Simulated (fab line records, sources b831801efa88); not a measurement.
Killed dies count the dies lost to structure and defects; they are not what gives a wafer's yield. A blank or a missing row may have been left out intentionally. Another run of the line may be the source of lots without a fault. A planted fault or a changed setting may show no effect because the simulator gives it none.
Code-filled problem report in 8D (eight disciplines) form / flow gf180mcu / the parts of the form that need people (team, actions taken, sign-off) are left out

1. WHAT WENT WRONG
rf_fwd_power_W at GF_TOP_METAL_METAL_ETCH_16 reads a mean of 668.4 W on 7 wafers of 3 lots; wafers without a fault read 797.6 W with a standard deviation of 2.5. Relative to the usual mean, that is a shift of -52 standard deviations.
The step: etches the open film in Cl2/BCl3, stops on SiO2, target depth 1197 nm, time 199.5 s.
First seen on wafer L361.2, day 31 22:19, on rie_metal-04. At this step, 36 wafers from 12 lots have a number in the record. The rule behind "out" and "out of limits": a value lying over 4 standard deviations away from the usual mean. The other wafers with a number count as sound.

2. WHAT IT IS AND WHAT IT IS NOT
question=which readings at this step | is=rf_fwd_power_W, oes_product_au, throttle_valve_pct | is not=bcl3_flow_sccm, drypump_motor_current_A
question=which lots | is=L361, L362, L364 | is not=L351, L352, L353, L357, L367, L369, L371, L372, L373
question=which wafers of those lots | is=L361.2, L361.3, L361.6, L362.2, L362.4, L364.2, L364.3 | is not=L362.5, L364.6
question=read on which tools | is=rie_metal-04 | is not=rie_metal-01, rie_metal-02
question=when | is=from day 31 22:19 | is not=up to then (12 sound wafers); but 17 sound wafers of L362, L364, L367, L369, L371, L372, L373 came after

3. SUSPECTS, AND WHAT RULES EACH OUT
Counting: any tool at a process step up to the reading remains a suspect provided it ran every lot that is out. Sound lots after the first of them don't rule it out here, since some wafers of a struck lot are sound.
- rie_metal-04 at GF_TOP_METAL_METAL_ETCH_16 (etches the open film in Cl2/BCl3, stops on SiO2, target depth 1197 nm, time 199.5 s): kept. Every lot that is out went through it, the first being L361 (day 31 22:19); the last sound lot it ran before that was L357 (day 30 12:49). Its own readings are out on those wafers: oes_product_au, rf_fwd_power_W, throttle_valve_pct.
- Within rie_metal-04 at GF_TOP_METAL_METAL_ETCH_16: the wafers that are out ran in chamber 1; their sound lot-mates ran in chamber 0.
The count leaves rie_metal-04 at GF_TOP_METAL_METAL_ETCH_16.

4. THE CAUSE (what the simulator had put in)
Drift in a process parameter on rie_metal-04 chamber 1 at GF_TOP_METAL_METAL_ETCH_16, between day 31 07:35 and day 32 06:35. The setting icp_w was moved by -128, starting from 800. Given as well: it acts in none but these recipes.
This tool alone remained once counting was done.

5. THE CHAIN OF EFFECTS, in route order
One row per reading whose mean, taken over the struck wafers that have a number, lies over 3 standard deviations from the usual. Only readings for which the record gives a usual standard deviation are gone through. hours: the time from each lot's start at the first step in this table that gives one to its start at this step, as a median over the lots. sigmas: the change in usual standard deviations.
hours=0; step=GF_TOP_METAL_METAL_ETCH_16; reading=oes_product_au; usual=0.988 a.u.; on struck wafers=0.910; change=-0.078; sigmas=-14
hours=0; step=GF_TOP_METAL_METAL_ETCH_16; reading=rf_fwd_power_W; usual=797.6 W; on struck wafers=668.4; change=-129.2; sigmas=-52
hours=0; step=GF_TOP_METAL_METAL_ETCH_16; reading=throttle_valve_pct; usual=28.232 %; on struck wafers=28.320; change=+0.088; sigmas=+8.8
hours=0; step=GF_TOP_METAL_STRIP_17; reading=strip_time_to_endpoint_s; usual=12.95 s; on struck wafers=13.71; change=+0.76; sigmas=+9.1
Process steps it contains:
- GF_TOP_METAL_METAL_ETCH_16: etches the open film in Cl2/BCl3, stops on SiO2, target depth 1197 nm, time 199.5 s.
- GF_TOP_METAL_STRIP_17: strips in O2/N2.
At these later measuring or inspecting steps, every struck wafer for which the step has a row has a number for every such reading, and none has moved that far: GF_PASSIVATION_THK_MEAS_01, GF_PASSIVATION_THK_MEAS_03.

6. WHAT WOULD HAVE CAUGHT IT SOONER
15 hours passed between the start of the fault at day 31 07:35 and the first reading out of limits in this record, taken at day 31 22:19.
